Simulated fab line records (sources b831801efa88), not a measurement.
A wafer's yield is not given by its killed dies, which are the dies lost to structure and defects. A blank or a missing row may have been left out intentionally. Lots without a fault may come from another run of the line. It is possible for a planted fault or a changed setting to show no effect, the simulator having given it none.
Which tool did it? + flow gf180mcu + 14 lots with 39 wafers sampled at 6 steps, on a route of 602 steps

WHAT THE GAUGES READ, wafer by wafer
GF_HV_LDD_CD_MEAS_31: the cd target is 400 nm. Usual: cd-nm 400.0 nm, standard deviation 2.1.
| lot  | measured     | on        | cd-nm (nm)        | flag |
|------|--------------|-----------|-------------------|------|
| L329 | day 11 11:16 | cd-sem-02 | 403.1 401.4 401.7 |      |
| L330 | day 11 18:16 | cd-sem-02 | 403.3 402.4 403.5 |      |
| L332 | day 12 16:12 | cd-sem-02 | 400.3 399.7 401.7 |      |
| L333 | day 12 21:10 | cd-sem-01 | 404.7 403.8 403.3 |      |
| L334 | day 13 15:31 | cd-sem-02 | 401.4 400.2       |      |
| L337 | day 14 03:26 | cd-sem-02 | 396.0 398.3       |      |
| L339 | day 14 23:16 | cd-sem-02 | 400.5 400.8       |      |
| L345 | day 16 11:33 | cd-sem-01 | 402.9 399.4 399.5 |      |
| L346 | day 16 22:42 | cd-sem-02 | 400.2 401.1 400.8 |      |
| L347 | day 17 05:16 | cd-sem-01 | 403.2 404.2 402.7 |      |
| L348 | day 17 15:43 | cd-sem-02 | 401.8 401.1 401.6 |      |
| L349 | day 17 23:19 | cd-sem-02 | 395.0 396.9 398.1 |      |
| L350 | day 18 07:42 | cd-sem-02 | 401.0 401.5 400.1 |      |
| L352 | day 18 20:57 | cd-sem-02 | 397.6 400.0 401.0 |      |

GF_HV_LDD_TW_MEAS_50. Usual: HV_LDD_4_TW gives 569 (standard deviation 3.9).
| lot  | measured     | on            | HV_LDD_4_TW | flag |
|------|--------------|---------------|-------------|------|
| L329 | day 12 07:04 | film-metro-02 | 565 566 563 |      |
| L330 | day 12 14:37 | film-metro-01 | 572 572 573 |      |
| L332 | day 13 12:46 | film-metro-03 | 571 569 575 |      |
| L333 | day 13 18:04 | film-metro-02 | 561 563 563 |      |
| L334 | day 14 13:49 | film-metro-01 | 570 567     |      |
| L337 | day 15 01:36 | film-metro-01 | 570 567     |      |
| L339 | day 15 22:10 | film-metro-03 | 568 569     |      |
| L345 | day 17 10:40 | film-metro-02 | 566 568 566 |      |
| L346 | day 17 22:46 | film-metro-01 | 573 572 572 |      |
| L347 | day 18 05:12 | film-metro-02 | 571 574 572 |      |
| L348 | day 18 15:57 | film-metro-01 | 572 575 573 |      |
| L349 | day 18 23:25 | film-metro-03 | 566 572 570 |      |
| L350 | day 19 08:32 | film-metro-01 | 574 576 573 |      |
| L352 | day 19 22:12 | film-metro-03 | 573 573 571 |      |

GF_PSD_RS_MEAS_14: measurement is done with a four-point probe. Usual: NSD_RS gives 46.08 ohm/sq (standard deviation 0.074).
| lot  | measured     | on            | NSD_RS (ohm/sq)         | flag |
|------|--------------|---------------|-------------------------|------|
| L329 | day 14 02:05 | film-metro-02 | 46.04 46.04 45.93       |      |
| L330 | day 14 09:31 | film-metro-02 | 46.00 46.10 46.09       |      |
| L332 | day 15 12:56 | film-metro-02 | 46.05 46.18 46.18       |      |
| L333 | day 15 16:32 | film-metro-02 | 45.96 46.12 46.10       |      |
| L334 | day 16 14:07 | film-metro-03 | 46.13 45.27 46.05 45.34 | OFF  |
| L337 | day 17 01:26 | film-metro-02 | 45.34 45.33 45.40 45.43 | OFF  |
| L339 | day 17 21:42 | film-metro-03 | 46.18 45.27 46.14 45.25 | OFF  |
| L345 | day 19 14:14 | film-metro-03 | 46.12 46.04 46.12       |      |
| L346 | day 20 03:29 | film-metro-02 | 45.94 46.06 45.97       |      |
| L347 | day 20 09:22 | film-metro-03 | 46.22 46.24 46.15       |      |
| L348 | day 20 20:28 | film-metro-04 | 46.18 46.12 46.12       |      |
| L349 | day 21 02:58 | film-metro-04 | 46.14 46.17 46.17       |      |
| L350 | day 21 13:47 | film-metro-04 | 46.16 46.12 46.15       |      |
| L352 | day 22 02:00 | film-metro-04 | 46.12 46.12 46.12       |      |

GF_PSD_RS_MEAS_15: measurement is done with a four-point probe. Usual: PSD_RS gives 108.44 ohm/sq (standard deviation 0.26).
| lot  | measured     | on            | PSD_RS (ohm/sq)             | flag |
|------|--------------|---------------|-----------------------------|------|
| L329 | day 14 02:12 | film-metro-02 | 108.10 108.36 108.26        |      |
| L330 | day 14 09:38 | film-metro-02 | 108.52 108.56 108.50        |      |
| L332 | day 15 13:04 | film-metro-02 | 108.45 108.67 108.38        |      |
| L333 | day 15 16:40 | film-metro-02 | 108.43 108.67 108.34        |      |
| L334 | day 16 18:42 | film-metro-03 | 107.97 106.15 108.03 106.16 | OFF  |
| L337 | day 17 04:16 | film-metro-02 | 106.76 106.55 106.90 106.74 | OFF  |
| L339 | day 18 00:30 | film-metro-03 | 108.67 106.31 108.61 106.22 | OFF  |
| L345 | day 19 14:22 | film-metro-03 | 108.60 108.01 108.18        |      |
| L346 | day 20 03:36 | film-metro-02 | 108.30 108.38 108.34        |      |
| L347 | day 20 09:29 | film-metro-03 | 108.64 108.40 108.64        |      |
| L348 | day 20 20:35 | film-metro-04 | 108.85 108.65 108.86        |      |
| L349 | day 21 03:05 | film-metro-04 | 108.67 108.35 108.91        |      |
| L350 | day 21 13:54 | film-metro-04 | 108.92 108.65 108.63        |      |
| L352 | day 22 02:07 | film-metro-04 | 108.34 108.35 108.53        |      |

GF_SAB_OVL_MEAS_10. Usual: SAB_OVL gives -0.5 nm (standard deviation 1.4).
| lot  | measured     | on         | SAB_OVL (nm)   | flag |
|------|--------------|------------|----------------|------|
| L329 | day 14 23:05 | overlay-01 | -0.6 -0.1 0.5  |      |
| L330 | day 15 06:58 | overlay-02 | -0.3 -2.4 -0.1 |      |
| L332 | day 16 10:43 | overlay-02 | -0.2 -1.6 -0.5 |      |
| L333 | day 16 14:50 | overlay-02 | 1.3 0.6 -2.4   |      |
| L334 | day 17 12:13 | overlay-02 | -1.1 -0.6      |      |
| L337 | day 18 00:25 | overlay-02 | 0.0 0.7        |      |
| L339 | day 18 21:20 | overlay-02 | 1.7 -0.3       |      |
| L345 | day 20 14:25 | overlay-02 | 0.4 -0.7 -0.2  |      |
| L346 | day 21 03:36 | overlay-01 | 0.7 0.9 -0.8   |      |
| L347 | day 21 09:43 | overlay-02 | -0.3 -1.4 -0.7 |      |
| L348 | day 21 20:28 | overlay-02 | 0.1 -0.7 -0.5  |      |
| L349 | day 22 02:40 | overlay-02 | 1.5 1.3 2.3    |      |
| L350 | day 22 13:27 | overlay-01 | -0.8 -1.3 -1.6 |      |
| L352 | day 23 01:04 | overlay-02 | 2.3 -0.3 0.2   |      |

TOOL THAT RAN EACH LOT (tool first, then ch and the chambers of the sampled wafers, then the start)
| lot  | GF_PSD_RTA_13                    |
|------|----------------------------------|
| L329 | rtp-anneal-01 ch 0, day 14 01:59 |
| L330 | rtp-anneal-01 ch 0, day 14 09:26 |
| L332 | rtp-anneal-02 ch 0, day 15 12:46 |
| L333 | rtp-anneal-02 ch 0, day 15 16:23 |
| L334 | rtp-anneal-02 ch 0, day 16 14:02 |
| L337 | rtp-anneal-02 ch 0, day 17 01:19 |
| L339 | rtp-anneal-02 ch 0, day 17 21:37 |
| L345 | rtp-anneal-01 ch 0, day 19 14:09 |
| L346 | rtp-anneal-02 ch 0, day 20 03:24 |
| L347 | rtp-anneal-02 ch 0, day 20 09:17 |
| L348 | rtp-anneal-02 ch 0, day 20 20:23 |
| L349 | rtp-anneal-01 ch 0, day 21 02:53 |
| L350 | rtp-anneal-01 ch 0, day 21 13:37 |
| L352 | rtp-anneal-02 ch 0, day 22 01:55 |
- GF_PSD_RTA_13: time 20 s.

AS READ BY THE TOOLS THEMSELVES (means over the sampled wafers that have a number; for cases with no such wafer, the mark the record gives instead)
GF_PSD_RTA_13. Usual: lamp-power-pct 34 %, standard deviation 4.8; run-length-s 49.3 s, standard deviation 0.93; wafer_temp_C_max 1029.4, standard deviation 1.1.
| lot  | tool          | lamp-power-pct (%) | run-length-s (s) | wafer_temp_C_max | flag |
|------|---------------|--------------------|------------------|------------------|------|
| L329 | rtp-anneal-01 | 39                 | 48.6             | 1028.9           |      |
| L330 | rtp-anneal-01 | 39                 | 48.6             | 1029.3           |      |
| L332 | rtp-anneal-02 | 29                 | 51.3             | 1029.6           |      |
| L333 | rtp-anneal-02 | 29                 | 51.3             | 1030.5           |      |
| L334 | rtp-anneal-02 | 29                 | 51.0             | 1030.0           |      |
| L337 | rtp-anneal-02 | 29                 | 52.7             | 1030.2           | OFF  |
| L339 | rtp-anneal-02 | 29                 | 50.8             | 1030.4           |      |
| L345 | rtp-anneal-01 | 39                 | 48.6             | 1029.3           |      |
| L346 | rtp-anneal-02 | 29                 | 49.1             | 1030.0           |      |
| L347 | rtp-anneal-02 | 29                 | 49.1             | 1029.5           |      |
| L348 | rtp-anneal-02 | 29                 | 49.1             | 1030.8           |      |
| L349 | rtp-anneal-01 | 39                 | 48.8             | 1028.6           |      |
| L350 | rtp-anneal-01 | 39                 | 51.0             | 1028.7           |      |
| L352 | rtp-anneal-02 | 29                 | 49.2             | 1030.3           |      |

THE ANSWER, worked out from the rows above alone
Rule: take the mean of a lot's wafers that have a number; if it is more than 3 standard deviations from the usual mean, the lot is off. A lot without any number at a reading at which 4 lots or more have one is off too. Where the step has rows for the other lots, those lots are counted as sound. The gauges are gone through in route order, then the tools' own readings, and for those a lot's mean is taken as printed above. The first step at which some lot is off is used, and at that step the reading that is off furthest; a lot without a number counts as furthest.
Off: at GF_PSD_RS_MEAS_14 (NSD_RS), L334, L337, L339.
A tool fits if, at a process step before that reading, it ran every lot that is off, and no sound lot after the first of them. Gauges at GF_PSD_RS_MEAS_14: tried the same way as those tools. Not one of the candidates tried fits.

WHAT WAS PUT IN BY THE SIMULATOR
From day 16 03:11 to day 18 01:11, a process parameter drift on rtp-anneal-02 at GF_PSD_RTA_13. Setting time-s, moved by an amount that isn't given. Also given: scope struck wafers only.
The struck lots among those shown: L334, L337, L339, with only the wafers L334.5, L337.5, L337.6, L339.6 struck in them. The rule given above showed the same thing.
